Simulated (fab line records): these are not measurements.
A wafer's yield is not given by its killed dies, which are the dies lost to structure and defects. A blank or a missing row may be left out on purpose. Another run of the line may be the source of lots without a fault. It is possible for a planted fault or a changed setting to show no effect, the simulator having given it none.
Matching of chambers / flow gf180mcu / GF_V3_ETCH_16 on rie-diel-01: 4 sister chambers
The step etches BARC in N2/H2. 4 wafers are shown with their chamber, then 6 later ones without.

WAFERS PAIRED WITH THEIR CHAMBERS
wafer=L265.3; chamber=2; drypump-motor-current-A (A)=5.8
wafer=L267.1; chamber=1; drypump-motor-current-A (A)=5.4
wafer=L267.2; chamber=3; drypump-motor-current-A (A)=5.6
wafer=L267.3; chamber=0; drypump-motor-current-A (A)=4.9

WAFERS MISSING THEIR CHAMBER
wafer=L269.3; drypump-motor-current-A (A)=5.6
wafer=L269.5; drypump-motor-current-A (A)=4.8
wafer=L269.6; drypump-motor-current-A (A)=5.4
wafer=L270.2; drypump-motor-current-A (A)=5.4
wafer=L270.3; drypump-motor-current-A (A)=5.6
wafer=L270.5; drypump-motor-current-A (A)=5.4

CHAMBER TAKEN BY EACH
wafer=L269.3; from the rows above=3; in truth=3
wafer=L269.5; from the rows above=0; in truth=0
wafer=L269.6; from the rows above=1; in truth=1
wafer=L270.2; from the rows above=1; in truth=1
wafer=L270.3; from the rows above=3; in truth=3
wafer=L270.5; from the rows above=1; in truth=1
Placed correctly: 6 of 6. Number that these rows cannot place: 0. Number placed wrongly: 0.
How it was worked out, from the rows above alone: a wafer's distance from a chamber is the root of the sum, over the readings, of the square of ((its reading less the chamber's mean) divided by the reading's scatter). The wafer belongs to the nearest chamber; if the next one is less than 2 further off, it can't be placed. The mean given for a chamber averages the wafers shown for that chamber. The scatter (one wafer shown for each chamber): square how far every hidden wafer sits from the nearest shown wafer, average those squares and take the square root.
